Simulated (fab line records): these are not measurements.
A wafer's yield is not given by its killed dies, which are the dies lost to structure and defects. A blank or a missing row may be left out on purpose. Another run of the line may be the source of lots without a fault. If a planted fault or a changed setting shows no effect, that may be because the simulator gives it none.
A struck lot beside a sound one :: flow sky130 :: 18 out of 708 route steps
Sound: the wafers L516.1, L516.4, L516.6. Struck: wafer L532.2 (left out: L532.5, a lot-mate that was not struck); the cause follows at the end.
Order at every step that has rows: each side's tool, ch and its chambers, its first start. Under that, the readings that differ: sound wafers :: struck wafers :: difference of the means :: sigmas: that difference in standard deviations of wafers without a fault.
alike: readings whose means differ by less than 2 such deviations, and words and numbers that are the same on both sides. not compared: withheld readings, readings that some wafer has no value for, bounds like >300 that may hide the same value, and numbers for which the record gives no deviation and whose values overlap.
Wherever a step has rows on one side only, a row that says differs or no value, or a row with sigmas, the two part there. Numbers that have no deviation but don't overlap get no sigmas and don't part them. Lack of a reading on every wafer of one side parts them only where that side has two or more wafers.

first, 3 steps without rows for these wafers: SKY_VIA3_EXPOSE_09 (exposes mask VIM3, target cd 200 nm); SKY_VIA3_PEB_10; SKY_VIA3_DEVELOP_11 (develop time 60 s).
SKY_VIA3_CD_MEAS_12: the cd target is 200 nm.
  sound on cdSem-01 at day 41 15:26; struck on cdSem-01 at day 45 08:51
  alike: cdNm
SKY_VIA3_OVL_MEAS_13:
  sound on overlay-01 at day 41 15:33; struck on overlay-01 at day 45 08:58
reading: VIA3_OVL (nm)
sound: 7 -2 2
struck: -15
difference: -17
sigmas: -3
SKY_VIA3_ETCH_14: etches BARC in N2/H2, stops on SiO2, time 45.9 s, target depth 60 nm.
  sound on rieDiel-02 ch 0,2, day 41 15:35; struck on rieDiel-01 ch 0, day 45 08:59
reading: oesProductAu (a.u.)
sound: 0.859 0.861 0.856
struck: 0.847
difference: -0.012
sigmas: -2
  alike: drypumpMotorCurrentA, n2FlowSccm, throttleValvePct
  not compared: rfHoursCounterH
SKY_VIA3_ETCH_15: etches SiO2 in C4F8/O2/Ar, stops on TiN, target depth 507 nm, time 78 s.
  sound on rieDiel-02 ch 0,2, day 41 15:38; struck on rieDiel-01 ch 0, day 45 09:02
  alike: oesProductAu
  not compared: rfHoursCounterH
SKY_VIA3_STRIP_16: strips in O2/N2.
  sound on plasmaAsher-02 ch 0,1, day 41 15:41; struck on plasmaAsher-02 ch 0, day 45 09:05
reading: stripTimeToEndpointS (s)
sound: 4.067 4.134 4.071
struck: 4.170
difference: +0.079
sigmas: +3
  alike: drypumpMotorCurrentA, n2FlowSccm, oesProductAu
  not compared: rfHoursCounterH
then, 3 steps without rows for these wafers: SKY_VIA3_STRIP_17 (strips in post etch residue remover, time 1200 s); SKY_VIA3_CLEAN_18 (cleans in IPA, time 180 s); SKY_VIA3_CLEAN_19 (cleans in O3/DIW).
SKY_VIA3_SPUTTER_20: material TiN, target thk 20 nm, time 80 s.
  sound on pvdSputter-04 at day 41 16:20; struck on pvdSputter-01 at day 45 09:41
reading: throttleValvePct (%)
sound: 31.3 30.0 31.4
struck: 27.9
difference: -3.0
sigmas: -3
SKY_VIA3_CVD_21: deposits W, target thk 390 nm, time 117.31 s.
  sound on cvdW-02 ch 0,1, day 41 16:24; struck on cvdW-01 ch 1, day 45 09:45
reading: model.W_of_VIA3_CVD_21.thkNm (nm)
sound: 412.4 391 409.2
struck: 566
difference: +162
sigmas: 
  alike: heaterPowerW
SKY_VIA3_RS_MEAS_22: a four-point-probe measurement.
  sound on filmMetro-03 at day 41 16:32; struck on filmMetro-02 at day 45 09:53
reading: VIA3_W_RS (ohm/sq)
sound: 0.278 0.293 0.280
struck: 0.202
difference: -0.082
sigmas: -13
SKY_VIA3_THK_MEAS_23: measures by xrf.
  sound on filmMetro-03 at day 41 16:39; struck on filmMetro-02 at day 45 10:00
reading: VIA3_W_THK (nm)
sound: 394 377 394
struck: 536
difference: +148
sigmas: +15
SKY_VIA3_CMP_24: polishes, stops on SiO2, t overpolish 20 s, target thk 0 nm.
  sound on cmp-01 ch 2,3, day 41 16:43; struck on cmp-02 ch 3, day 45 10:09
reading: motorCurrentA (A)
sound: 13.7 12.6 13.2
struck: 10.5
difference: -2.7
sigmas: -2

reading: timeToEndpointS (s)
sound: 102 95 100
struck: 139
difference: +40
sigmas: +12
SKY_METAL4_SPUTTER_00: material Ti, target thk 15 nm, time 10 s.
  sound on pvdSputter-03 at day 41 17:01; struck on pvdSputter-03 at day 45 10:21
  alike: throttleValvePct
-- the record jumps here: 5 days lie between the struck wafers' starts before and after (it left off in module METAL4 and takes up again in module PAD_OPEN, whose first step shown is number 708 of the route) --
SKY_PAD_OPEN_PROBE_99:
  sound on prober-01 at day 47 10:52; struck on prober-01 at day 50 11:17
reading: killedShort
sound: 40 40 44
struck: 25
difference: -16
sigmas: -2
  alike: defectLimitedYield, killed_at_M0_to_M3, killed_at_M4_up, killedAtContacts, killedAtFrontEnd, killedAtOther, killedDies, killedOpen, sort_bin_3_pad_short, sort_bin_5_function, sort_bin_6_memory, sortNPass, sortYieldPct

WHERE THEY PART
First at SKY_VIA3_OVL_MEAS_13; last, within this record, at SKY_PAD_OPEN_PROBE_99.

WHY: what the simulator had put in
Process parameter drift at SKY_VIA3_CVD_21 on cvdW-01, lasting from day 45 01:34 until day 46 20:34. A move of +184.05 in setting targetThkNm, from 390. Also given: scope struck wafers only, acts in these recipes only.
